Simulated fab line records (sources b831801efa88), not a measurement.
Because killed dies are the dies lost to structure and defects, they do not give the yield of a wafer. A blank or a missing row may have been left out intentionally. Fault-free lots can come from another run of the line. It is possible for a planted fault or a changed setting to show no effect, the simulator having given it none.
Problem report in the 8D (eight disciplines) form, filled by code -- flow sfq line -- the parts of the form that need people (team, actions taken, sign-off) are left out

## 1. THE PROBLEM
bias w at SFQ_TRILAYER_I2_VIA_ETCH_VIA_ETCH_070 reads a mean of 76.50 W on 5 wafers of 2 lots; wafers without a fault read 80.02 W with a standard deviation of 0.25. Relative to the usual mean, that is a shift of -14 standard deviations.
The step: etches SiO2 in CHF3, stops on Nb, target depth 260 nm.
Seen first at day 29 22:07 on rie diel-01, wafer L764.2. At this step, 41 wafers from 14 lots have a number in the record. The rule behind "out" and "out of limits": a value lying over 4 standard deviations away from the usual mean. Any other wafer with a number is counted as sound.

## 2. WHAT THIS IS AND IS NOT
question,is,is not
which readings at this step,bias w,oes product au
which lots,"L764, L766","L748, L749, L750, L751, L752, L753, L754, L755, L756, L759, L765, L770"
which wafers of those lots,all that have a number,-
read on which tools,rie diel-01,"rie diel-03, rie diel-04"
when,from day 29 22:07,"up to then (30 sound wafers); but 6 sound wafers of L765, L770 came after"

## 3. THE SUSPECTS, EACH WITH WHAT RULES IT OUT
Counting: a tool stays on the suspect list if, at a process step up to the reading, it processed all lots that are out and no sound lot following the first of them.
- rie metal-02 at SFQ_TRILAYER_M2_ETCH_METAL_ETCH_060 (etches Nb in Cl2/Ar, stops on SiO2, target depth 240 nm, time 120 s): ruled out as a lasting fault. After its first lot that is out, L764 (day 26 06:01), sound lots L765, L770 ran on it.
- rie diel-01 at SFQ_TRILAYER_I2_VIA_ETCH_VIA_ETCH_070 (etches SiO2 in CHF3, stops on Nb, target depth 260 nm): kept. It processed each lot that is out, first L764 at day 29 22:07, and no sound lot thereafter; up to then, the last sound lot it processed was L759 at day 27 18:05. Its own bias w readings are out on those wafers.
Left after counting: rie diel-01 at SFQ_TRILAYER_I2_VIA_ETCH_VIA_ETCH_070.

## 4. THE CAUSE (what the simulator had put in)
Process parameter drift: rie diel-01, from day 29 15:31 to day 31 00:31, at SFQ_TRILAYER_I2_VIA_ETCH_VIA_ETCH_070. Setting bias w shifted by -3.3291 from 80. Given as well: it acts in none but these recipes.
Counting left only this tool.

## 5. SEQUENCE OF EFFECTS, ordered by route
Rows list readings where the struck wafers' mean (over those with a number) sits beyond 3 standard deviations from the usual. Only readings whose record carries a usual standard deviation are examined. hours: median over the lots of the time between each lot's start at the first step of this table that gives one and its start at this step. sigmas: the change, counted in usual standard deviations.
hours,step,reading,usual,on struck wafers,change,sigmas
0,SFQ_TRILAYER_I2_VIA_ETCH_VIA_ETCH_070,bias w,80.02 W,76.50,-3.52,-14
Process steps it contains:
- SFQ_TRILAYER_I2_VIA_ETCH_VIA_ETCH_070: etches SiO2 in CHF3, stops on Nb, target depth 260 nm.

## 6. WHAT WOULD HAVE CAUGHT IT SOONER
The fault began at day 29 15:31; the first out-of-limits reading in this record came at day 29 22:07, 7 hours later.
